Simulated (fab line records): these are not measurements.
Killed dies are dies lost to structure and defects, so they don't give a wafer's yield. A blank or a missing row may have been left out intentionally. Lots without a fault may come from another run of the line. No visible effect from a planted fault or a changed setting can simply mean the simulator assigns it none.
fab line records	flow sky130
[record] lots = 6	wafers = 18	lastDay = 50
route steps=708 shown CONTACT@421 METAL1@434 PAD_OPEN@708
lots with no fault: from the same line, run without faults
startH: start of the lot's first displayed wafer, in hours after the record's first day	waitH: time in hours since the lot's previous step	" the same as in the row above	L1.1+2: a single row standing in for several wafers	- no value, or no start was given	* or withheld: withheld	< > ~ a bound
route shown NAME@n: NAME is a module with steps in the file, n the number in the route of the first one	usual: the fault-free wafers' mean and standard deviation	same: alike in all rows	chamber/n: place in a boat	sites: each site's reading	_std_site: how widely they spread, as a standard deviation	_edge_site: outer sites' mean less inner sites'	radiusMm: how far each site lies from the wafer's centre	mask NAME#n: copy n	behind: tool/chamber where the wafer was last shaped	hold: the reason the lot was held/the length of the hold in hours/how it ended	device: names the non-switching transistor (n, p or np)	end of line: tests of these same wafers at the route's end	a step given without rows: its recipe and nothing more	killed: dies that structure and defects cost at the first sort, which is not the same as the wafer's yield	map: the dies of a wafer, with x for killed, . for not killed, _ for no die there
set.NAME: the run value of the setting; set.NAME@STEP: its run value at that earlier step	model.NAME: the simulator's own value behind a step, which no gauge read
certain route steps with their lots: each step a table, each wafer a row
services: the hour from which a tool's chamber was out of use, counted from the record's first day as startH (under 0 if before that day), plus the number of hours and why
[[steps]]
[step SKY_CONTACT_OVL_MEAS_15]
[usual] CONTACT_OVL = 3/5.4
lot.wafer	tool	chamber	startH	waitH	CONTACT_OVL[nm]
L483.1	overlay-01	-	748.28	0.1	-2
L483.5	"	-	"	"	-3
L483.6	"	-	"	"	1
L491.2	overlay-02	-	800.59	0.1	4
L491.4	"	-	"	"	2
L491.6	"	-	"	"	7
L492.1	overlay-01	-	812.33	0.1	-7
L492.3	"	-	"	"	2
L492.5	"	-	"	"	4
L497.1	overlay-02	-	846.48	0.1	-4
L497.3	"	-	"	"	4
L497.5	"	-	"	"	1
L501.1	overlay-01	-	886.83	0.1	5
L501.3	"	-	"	"	9
L501.4	"	-	"	"	8
L505.2	overlay-01	-	907.74	0.1	1
L505.3	"	-	"	"	2
L505.4	"	-	"	"	-3
[step SKY_CONTACT_ETCH_16]
[recipe] chemistry = N2/H2	target = BARC	ionEnergyEv = 200	sourceW = 500	biasW = 100	pressureMtorr = 30	n2FlowSccm = 100	h2FlowSccm = 200	stopOn = SiO2	timeS = 45.9	targetDepthA = 600
[step SKY_CONTACT_ETCH_17]
[recipe] target = SiO2	chemistry = C4F8/O2/Ar	stopOn = Si3N4	maskMaterial = KrF-thick	sourceW = 1500	biasW = 1200	pressureMtorr = 40	c4f8FlowSccm = withheld	O2_flow_sccm = 6	Ar_flow_sccm = 300	timeS = withheld	targetDepthA = 3400
[usual] oesProductAu = 0.892/0.0042
lot.wafer	tool	chamber	startH	waitH	oesProductAu
L483.1	rieDiel-02	1	748.36	0.0	0.889
L483.5	"	1	"	"	0.887
L483.6	"	0	"	"	0.884
L491.2	rieDiel-01	3	800.66	0.0	0.893
L491.4	"	0	"	"	0.886
L491.6	"	2	"	"	0.902
L492.1	rieDiel-01	1	812.41	0.0	0.889
L492.3	"	3	"	"	0.892
L492.5	"	3	"	"	0.896
L497.1	rieDiel-04	0	846.56	0.0	0.891
L497.3	"	3	"	"	0.891
L497.5	"	1	"	"	0.888
L501.1	rieDiel-01	3	886.91	0.0	0.886
L501.3	"	0	"	"	0.898
L501.4	"	1	"	"	0.892
L505.2	rieDiel-02	1	907.81	0.0	0.892
L505.3	"	3	"	"	0.892
L505.4	"	2	"	"	0.886
[step SKY_CONTACT_ETCH_18]
[recipe] target = Si3N4	chemistry = CHF3/O2	stopOn = TiN	sourceW = 600	biasW = 200	pressureMtorr = 40	chf3FlowSccm = 50	O2_flow_sccm = 5	timeS = 39	targetDepthA = 750
[step SKY_CONTACT_STRIP_19]
[recipe] chemistry = O2/N2	powerW = 1400	pressureMtorr = 1500	platenTempC = withheld	o2FlowSccm = 3000	n2FlowSccm = 300	overashFraction = 0.5
[usual] drypumpMotorCurrentA = 5.64/0.26	oesProductAu = 0.380/0.0051	stripTimeToEndpointS = 3.62/0.041
lot.wafer	tool	chamber	startH	waitH	drypumpMotorCurrentA	oesProductAu	rfHoursCounterH	stripTimeToEndpointS
L483.1	plasmaAsher-04	1	748.45	-	5.23	0.376	1	3.59
L483.5	"	0	"	"	5.71	0.384	-	3.59
L483.6	"	1	"	"	5.22	0.383	-	3.63
L491.2	plasmaAsher-04	0	800.75	-	5.74	0.388	6	3.63
L491.4	"	1	"	"	5.26	0.379	-	3.54
L491.6	"	1	"	"	5.27	0.388	-	3.59
L492.1	plasmaAsher-01	0	812.50	-	5.56	0.370	32	3.51
L492.3	"	1	"	"	6.00	0.385	-	3.71
L492.5	"	1	"	"	5.98	0.376	-	3.66
L497.1	plasmaAsher-01	1	846.65	-	6.03	0.373	36	3.67
L497.3	"	0	"	"	5.56	0.384	-	3.67
L497.5	"	1	"	"	6.07	0.379	-	3.68
L501.1	plasmaAsher-02	1	887.00	-	5.54	0.384	76	3.63
L501.3	"	0	"	"	5.41	0.378	-	3.59
L501.4	"	1	"	"	5.56	0.376	-	3.54
L505.2	plasmaAsher-01	0	907.90	-	5.54	0.391	42	3.59
L505.3	"	1	"	"	5.99	0.376	-	3.60
L505.4	"	0	"	"	5.54	0.385	-	3.68
[step SKY_CONTACT_STRIP_20]
[recipe] chemistry = postEtchResidueRemover	timeS = 1200	tempC = 72.5
[step SKY_CONTACT_CLEAN_21]
[recipe] chemistry = IPA	timeS = 180	tempC = 25
[step SKY_CONTACT_CLEAN_22]
[recipe] chemistry = O3/DIW	dry = n2Spin
[step SKY_CONTACT_SPUTTER_23]
[recipe] material = TiN	targetThkNm = 20	chamberPressurePa = 5	powerW = 4000	timeS = 80
[usual] throttleValvePct = 30.0/0.86
lot.wafer	tool	chamber	startH	waitH	throttleValvePct
L483.1	pvdSputter-01	-	749.49	0.0	30.3
L483.5	"	-	"	"	30.4
L483.6	"	-	"	"	31.8
L491.2	pvdSputter-03	-	801.37	0.0	29.4
L491.4	"	-	"	"	30.4
L491.6	"	-	"	"	30.8
L492.1	pvdSputter-02	-	813.10	0.0	28.9
L492.3	"	-	"	"	29.4
L492.5	"	-	"	"	28.7
L497.1	pvdSputter-02	-	847.24	0.0	29.6
L497.3	"	-	"	"	30.3
L497.5	"	-	"	"	29.0
L501.1	pvdSputter-03	-	887.59	0.0	30.2
L501.3	"	-	"	"	30.7
L501.4	"	-	"	"	30.5
L505.2	pvdSputter-03	-	908.49	0.0	29.6
L505.3	"	-	"	"	28.9
L505.4	"	-	"	"	30.7
[step SKY_CONTACT_CVD_24]
[recipe] material = W	targetThkNm = 340	timeS = 102.12	tempC = 400	pressureTorr = 40
[usual] heaterPowerW = 883/43
lot.wafer	tool	chamber	startH	waitH	heaterPowerW
L483.1	cvdW-02	0	749.55	0.0	839
L483.5	"	0	"	"	837
L483.6	"	1	"	"	938
L491.2	cvdW-02	1	801.43	0.0	911
L491.4	"	1	"	"	916
L491.6	"	0	"	"	865
L492.1	cvdW-01	1	813.16	0.0	940
L492.3	"	1	"	"	934
L492.5	"	1	"	"	920
L497.1	cvdW-01	1	847.30	0.0	948
L497.3	"	1	"	"	948
L497.5	"	0	"	"	847
L501.1	cvdW-01	0	887.65	0.0	829
L501.3	"	0	"	"	835
L501.4	"	0	"	"	852
L505.2	cvdW-02	1	908.55	0.0	921
L505.3	"	1	"	"	915
L505.4	"	0	"	"	872
[step SKY_CONTACT_RS_MEAS_25]
[recipe] thkMeasGauge = four-point-probe	reads = W_of_CONTACT_CVD_24+TiN_of_CONTACT_SPUTTER_23
[usual] CONTACT_W_RS = 0.338/0.0058
lot.wafer	tool	chamber	startH	waitH	CONTACT_W_RS[ohm/sq]
L483.1	filmMetro-01	-	749.66	0.1	0.344
L483.5	"	-	"	"	0.345
L483.6	"	-	"	"	0.330
L491.2	filmMetro-01	-	801.56	0.1	0.331
L491.4	"	-	"	"	0.332
L491.6	"	-	"	"	0.343
L492.1	filmMetro-03	-	813.27	0.1	0.341
L492.3	"	-	"	"	0.338
L492.5	"	-	"	"	0.340
L497.1	filmMetro-03	-	847.41	0.1	0.337
L497.3	"	-	"	"	0.339
L497.5	"	-	"	"	0.332
L501.1	filmMetro-01	-	887.87	0.2	0.335
L501.3	"	-	"	"	0.338
L501.4	"	-	"	"	0.334
L505.2	filmMetro-02	-	908.68	0.1	0.330
L505.3	"	-	"	"	0.331
L505.4	"	-	"	"	0.343
[step SKY_CONTACT_THK_MEAS_26]
[recipe] thkMeasGauge = xrf	reads = W_of_CONTACT_CVD_24
[usual] CONTACT_W_THK = 346/6.6
lot.wafer	tool	chamber	startH	waitH	CONTACT_W_THK[nm]
L483.1	filmMetro-01	-	749.78	0.1	338
L483.5	"	-	"	"	338
L483.6	"	-	"	"	355
L491.2	filmMetro-01	-	801.67	0.1	353
L491.4	"	-	"	"	356
L491.6	"	-	"	"	343
L492.1	filmMetro-03	-	813.39	0.1	343
L492.3	"	-	"	"	346
L492.5	"	-	"	"	345
L497.1	filmMetro-03	-	847.53	0.1	352
L497.3	"	-	"	"	350
L497.5	"	-	"	"	356
L501.1	filmMetro-01	-	887.99	0.1	347
L501.3	"	-	"	"	345
L501.4	"	-	"	"	348
L505.2	filmMetro-02	-	908.79	0.1	354
L505.3	"	-	"	"	351
L505.4	"	-	"	"	340
[step SKY_CONTACT_CMP_27]
[recipe] stopOn = SiO2	tOverpolishS = 15	downForcePsi = 3.5	platenRpm = 60	targetThkNm = 0	padVelocityMS = 0.94248
[usual] motorCurrentA = 10.8/1.1	overpolishRunS = 15.001/0.01	retainingRingPressureFrac = 1.000/0.0049	tOverpolishS = 15/0	timeToEndpointS = 81/4.1
lot.wafer	tool	chamber	startH	waitH	motorCurrentA	overpolishRunS	retainingRingPressureFrac	tOverpolishS	timeToEndpointS
L483.1	cmp-02	3	750.11	0.3	9.9	15.031	0.998	15	81
L483.6	"	1	"	"	9.3	14.993	1.002	15	87
L483.5	"	2	"	"	12.0	15.005	0.992	15	80
L491.2	cmp-01	1	801.72	0.0	10.9	15.014	0.997	15	81
L491.4	"	3	"	"	11.7	14.996	1.007	15	90
L491.6	"	2	"	"	10.9	8.475	0.991	8.4701	79
L492.1	cmp-01	3	813.50	0.1	11.6	15.013	1.002	15	77
L492.3	"	0	"	"	12.8	14.995	0.999	15	73
L492.5	"	2	"	"	10.6	8.450	0.998	8.4701	78
L497.1	cmp-02	1	847.59	0.1	9.4	15.006	0.999	15	87
L497.3	"	0	"	"	10.3	15.021	0.989	15	81
L497.5	"	1	"	"	9.7	15.004	0.989	15	87
L501.1	cmp-01	0	888.05	0.1	13.4	15.013	0.999	15	79
L501.3	"	2	"	"	10.7	14.998	1.008	15	80
L501.4	"	3	"	"	11.9	15.006	0.994	15	83
L505.4	cmp-02	0	908.84	0.0	10.0	15.000	1.005	15	79
L505.2	"	2	"	"	11.3	15.000	0.990	15	83
L505.3	"	3	"	"	9.8	15.008	1.002	15	87
[step SKY_METAL1_SPUTTER_00]
[recipe] material = Ti	targetThkNm = 15	powerW = 3000	timeS = 10	chamberPressurePa = 0.4
[usual] throttleValvePct = 29.7/0.85
lot.wafer	tool	chamber	startH	waitH	throttleValvePct
L483.1	pvdSputter-02	-	750.31	0.1	29.6
L483.5	"	-	"	"	28.8
L483.6	"	-	"	"	29.4
L491.2	pvdSputter-03	-	802.02	0.2	28.8
L491.4	"	-	"	"	30.2
L491.6	"	-	"	"	29.4
L492.1	pvdSputter-03	-	813.75	0.2	30.8
L492.3	"	-	"	"	29.1
L492.5	"	-	"	"	30.6
L497.1	pvdSputter-03	-	847.89	0.2	30.5
L497.3	"	-	"	"	30.8
L497.5	"	-	"	"	30.7
L501.1	pvdSputter-02	-	888.35	0.2	29.5
L501.3	"	-	"	"	29.5
L501.4	"	-	"	"	30.0
L505.2	pvdSputter-04	-	909.14	0.1	30.6
L505.3	"	-	"	"	30.9
L505.4	"	-	"	"	30.6
[step SKY_PAD_OPEN_PROBE_99]
[usual] killed_at_M0_to_M3 = 44/6	killed_at_M4_up = 2.9/1.5	killedAtContacts = 24/4.9	killedAtFrontEnd = 16/4.3	killedAtOther = 0.3/0.54	killedDies = 87/8.7	killedOpen = 48/6.7	killedShort = 39/5.9
[same] grossDies = 492	killedAtBackSide = 0
lot.wafer	tool	chamber	startH	waitH	killed_at_M0_to_M3	killed_at_M4_up	killedAtContacts	killedAtFrontEnd	killedAtOther	killedDies	killedOpen	killedShort
L483.1	prober-01	-	1085.88	0.1	49	2	22	10	0	83	48	35
L483.5	prober-01	-	1086.08	0.2	38	3	18	8	0	67	37	27
L483.6	prober-01	-	1086.13	0.2	39	2	29	12	0	82	44	36
L491.2	prober-01	-	1127.06	0.1	45	1	26	13	0	85	48	37
L491.4	prober-01	-	1127.16	0.2	56	3	14	18	1	92	36	56
L491.6	prober-01	-	1127.26	0.2	39	1	21	11	0	72	37	35
L492.1	prober-02	-	1135.45	0.1	37	4	28	17	0	86	46	40
L492.3	prober-02	-	1135.55	0.2	43	3	19	10	0	75	38	37
L492.5	prober-02	-	1135.65	0.2	52	3	27	19	1	102	64	38
L497.1	prober-01	-	1157.41	0.1	48	2	21	16	0	87	50	37
L497.3	prober-01	-	1157.51	0.2	38	3	28	8	0	77	44	32
L497.5	prober-01	-	1157.61	0.2	46	3	19	20	1	89	45	44
L501.1	prober-01	-	1186.68	0.1	37	2	28	11	1	79	45	33
L501.3	prober-01	-	1186.78	0.2	41	2	22	11	0	76	42	34
L501.4	prober-01	-	1186.83	0.2	46	3	32	17	0	98	56	42
// killed by level:class
L483.1 VIA1:geometricParticle:open=10 CONTACT:geometricParticle:open=9 METAL2:geometricParticle:short=9 LI_CONTACT:geometricParticle:open=8 VIA2:geometricParticle:open=8 METAL1:geometricParticle:short=4 VIA3:geometricParticle:open=4 VIA2:geometricParticle:short=3
L483.5 VIA1:geometricParticle:open=8 LI_CONTACT:geometricParticle:open=7 CONTACT:geometricParticle:open=7 METAL1:geometricParticle:short=6 VIA2:geometricParticle:open=4 POLY_GATE:geometricParticle:short=3 METAL1:geometricParticle:open=3 VIA1:geometricParticle:short=3
L483.6 VIA1:geometricParticle:open=12 LI_CONTACT:geometricParticle:open=8 CONTACT:geometricParticle:open=8 LI_CONTACT:geometricParticle:short=6 LOCAL_INTERCONNECT:geometricParticle:short=4 POLY_GATE:geometricParticle:open=4 METAL2:geometricParticle:short=4 VIA2:geometricParticle:open=4
L491.2 VIA2:geometricParticle:open=11 LI_CONTACT:geometricParticle:open=9 CONTACT:geometricParticle:open=9 VIA1:geometricParticle:short=7 METAL2:geometricParticle:short=6 VIA3:geometricParticle:open=6 POLY_GATE:geometricParticle:open=5 METAL1:geometricParticle:short=4
L491.4 METAL1:geometricParticle:short=10 METAL2:geometricParticle:short=8 VIA3:geometricParticle:open=7 VIA1:geometricParticle:open=7 VIA2:geometricParticle:open=7 POLY_GATE:geometricParticle:short=5 VIA2:geometricParticle:short=5 FIELD_ISO:geometricParticle:short=4
L491.6 LI_CONTACT:geometricParticle:open=9 VIA2:geometricParticle:open=9 FIELD_ISO:geometricParticle:short=6 CONTACT:geometricParticle:open=6 VIA1:geometricParticle:short=5 METAL2:geometricParticle:short=5 METAL1:geometricParticle:short=4 VIA1:geometricParticle:open=4
L492.1 CONTACT:geometricParticle:open=10 VIA1:geometricParticle:open=9 LI_CONTACT:geometricParticle:open=6 METAL1:geometricParticle:short=6 VIA1:geometricParticle:short=6 LOCAL_INTERCONNECT:geometricParticle:short=5 FIELD_ISO:geometricParticle:open=4 POLY_GATE:geometricParticle:short=4
L492.3 METAL2:geometricParticle:short=8 VIA1:geometricParticle:open=8 LI_CONTACT:geometricParticle:open=6 METAL1:geometricParticle:short=6 VIA3:geometricParticle:open=6 LI_CONTACT:geometricParticle:short=4 CONTACT:geometricParticle:open=4 VIA1:geometricParticle:short=4
L492.5 VIA1:geometricParticle:open=13 VIA3:geometricParticle:open=12 CONTACT:geometricParticle:open=11 VIA2:geometricParticle:open=8 POLY_GATE:geometricParticle:open=6 POLY_GATE:geometricParticle:short=6 LI_CONTACT:geometricParticle:open=5 METAL2:geometricParticle:short=5
L497.1 VIA1:geometricParticle:open=13 CONTACT:geometricParticle:open=8 POLY_GATE:geometricParticle:short=8 LI_CONTACT:geometricParticle:open=8 VIA1:geometricParticle:short=7 VIA2:geometricParticle:open=6 VIA3:geometricParticle:open=5 POLY_GATE:geometricParticle:open=4
L497.3 LI_CONTACT:geometricParticle:open=9 CONTACT:geometricParticle:open=8 VIA2:geometricParticle:open=8 VIA1:geometricParticle:open=8 VIA1:geometricParticle:short=6 CONTACT:geometricParticle:short=5 LI_CONTACT:geometricParticle:short=4 VIA3:geometricParticle:short=4
L497.5 VIA1:geometricParticle:open=13 METAL1:geometricParticle:short=9 CONTACT:geometricParticle:open=7 LI_CONTACT:geometricParticle:open=5 VIA1:geometricParticle:short=5 VIA3:geometricParticle:open=5 FIELD_ISO:geometricParticle:short=4 FIELD_ISO:geometricParticle:open=4
L501.1 CONTACT:geometricParticle:open=10 VIA1:geometricParticle:open=9 LI_CONTACT:geometricParticle:open=8 METAL2:geometricParticle:short=6 METAL3:geometricParticle:short=6 CONTACT:geometricParticle:short=5 FIELD_ISO:geometricParticle:open=4 VIA2:geometricParticle:open=4
L501.3 LI_CONTACT:geometricParticle:open=9 CONTACT:geometricParticle:open=8 METAL1:geometricParticle:short=6 VIA1:geometricParticle:open=6 VIA3:geometricParticle:open=6 VIA2:geometricParticle:short=5 VIA2:geometricParticle:open=5 METAL3:geometricParticle:short=4
L501.4 CONTACT:geometricParticle:open=14 VIA2:geometricParticle:open=10 METAL1:geometricParticle:short=8 LI_CONTACT:geometricParticle:open=6 VIA1:geometricParticle:short=6 FIELD_ISO:geometricParticle:open=5 LI_CONTACT:geometricParticle:short=5 VIA1:geometricParticle:open=5
[[services]]
tool	chamber	startH	hours	kind
plasmaAsher-04	-	733.75	9.0	pm
pvdSputter-02	-	733.77	2.1	repair
plasmaAsher-02	-	737.43	11.7	repair
plasmaAsher-01	-	743.43	28.3	pm
cmp-01	-	747.72	4.0	pm
cvdW-01	0	750.18	1.9	repair
cvdW-02	0	751.11	1.4	repair
pvdSputter-03	-	758.04	2.7	repair
cvdW-01	-	770.92	6.0	pm
cmp-01	-	772.32	6.8	pm
plasmaAsher-04	-	779.82	2.9	repair
rieDiel-04	1	783.78	1.3	repair
cmp-01	-	786.59	1.8	repair
plasmaAsher-01	-	790.51	2.7	repair
rieDiel-01	1	799.99	7.5	repair
pvdSputter-01	-	824.31	1.1	repair
cmp-02	-	825.52	5.8	pm
cvdW-02	-	839.92	14.5	repair
rieDiel-02	2	845.36	7.4	repair
pvdSputter-02	-	868.80	0.9	repair
cvdW-01	1	873.22	17.6	repair
cmp-01	-	890.18	0.5	repair
rieDiel-01	3	900.54	6.2	repair
cvdW-01	-	904.00	14.0	pm
[[key]]
[firstSign] step = SKY_CONTACT_CMP_27	reading = tOverpolishS	direction = down	sigmas = 99+	usual = 15	struck = 8.4701
[effect] step = SKY_CONTACT_CMP_27	reading = overpolishRunS	direction = down	sigmas = 99+	usual = 15.001	struck = 8.462
metAt SKY_CONTACT_CMP_27
struckWafers L491.6,L492.5
testerLeftOut L491,L492
[fault] kind = processParameterDrift	tool = cmp-01	chamber = 2	onsetH = 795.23	steps = SKY_CONTACT_CMP_27	channel = tOverpolishS	offset = -6.5299	shape = step	endH = 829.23	actsIn = theseRecipesOnly	stated = 15
// testerLeftOut: of these lots the tester's yield and bins aren't shown, on N5 and GAA mostly nor the transistor test; their killed dies are dies lost to structure and defects alone, not to doping, threshold or leakage, so they don't give the yield
